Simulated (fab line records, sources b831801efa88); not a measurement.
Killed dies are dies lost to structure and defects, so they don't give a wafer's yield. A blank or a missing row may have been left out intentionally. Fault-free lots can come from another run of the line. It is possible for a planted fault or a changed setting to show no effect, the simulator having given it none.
2 desks, one fault	flow sfq-line	what lay behind the numbers comes last; until then each desk has only its own

## METROLOGY DESK
What the gauges read, lot by lot, whatever tool the lot ran on: means of the sampled wafers that have a number. A lot is out of limits, marked OUT, if its mean lies more than 4 standard deviations from the usual mean; the brackets give that distance.
Columns: A = M6_NB_RS at SFQ_M6_RS_MEAS_938, usual 0.895 ohm/sq
lot	first seen here	A
L661	day 57 08:08	0.903
L662	day 57 14:32	0.888
L663	day 57 20:28	0.896
L664	day 57 22:52	0.906
L665	day 59 01:42	0.906
L666	day 59 02:54	0.901
L668	day 59 18:30	0.884
L669	day 60 01:10	1.050 (+15) OUT
L671	day 60 12:03	1.049 (+15) OUT
L672	day 60 21:40	1.028 (+13) OUT
L678	day 62 20:17	0.897
L680	day 63 11:57	0.888
L681	day 63 14:22	0.880
L682	day 63 20:57	0.893
L683	day 63 23:25	0.891
Per this desk, out of limits: L669, L671, L672; the first was L669, day 60 01:10 (M6_NB_RS at SFQ_M6_RS_MEAS_938). L661, L662, L663, L664, L665, L666, L668, L678, L680, L681, L682, L683: within limits.

## THE TOOL OWNER'S DESK: pvd-sputter-03
The tool's own readings at SFQ_TRILAYER_M6_DEP_SPUTTER_157 (material Nb, target thk 200 nm, time 133.3 s): means of the sampled wafers that have a number, for each lot that ran on this tool. A lot is out of limits, marked OUT, if its mean lies more than 4 standard deviations from the usual mean; the brackets give that distance.
Columns: A = throttle-valve-pct at SFQ_TRILAYER_M6_DEP_SPUTTER_157, usual 29.9 %
lot	first seen here	A
L663	day 57 20:23	29.9
L664	day 57 22:47	29.5
L665	day 59 01:37	29.7
L668	day 59 18:25	29.5
L669	day 60 01:01	29.6
L671	day 60 11:58	29.2
L672	day 60 21:34	30.1
L682	day 63 20:52	29.8
Result from this desk: across the 8 lots, nothing is out of limits.

## TAKEN TOGETHER
L669, L671, L672 would have let the metrology desk raise an alarm at day 60 01:10.
Nothing out of limits was seen by the tool owner's desk.
The tool owner's desk has L669, L671, L672 on record, within its limits.
All the named lots went through SFQ_TRILAYER_M6_DEP_SPUTTER_157 on pvd-sputter-03.

## WHAT WAS PUT IN BY THE SIMULATOR
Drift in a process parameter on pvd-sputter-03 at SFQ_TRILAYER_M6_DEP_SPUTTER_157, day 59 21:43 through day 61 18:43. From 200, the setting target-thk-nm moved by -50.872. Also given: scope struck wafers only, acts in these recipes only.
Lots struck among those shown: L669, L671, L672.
Time in hours between the start of the fault and the first out-of-limits reading at each desk: metrology desk, 3.
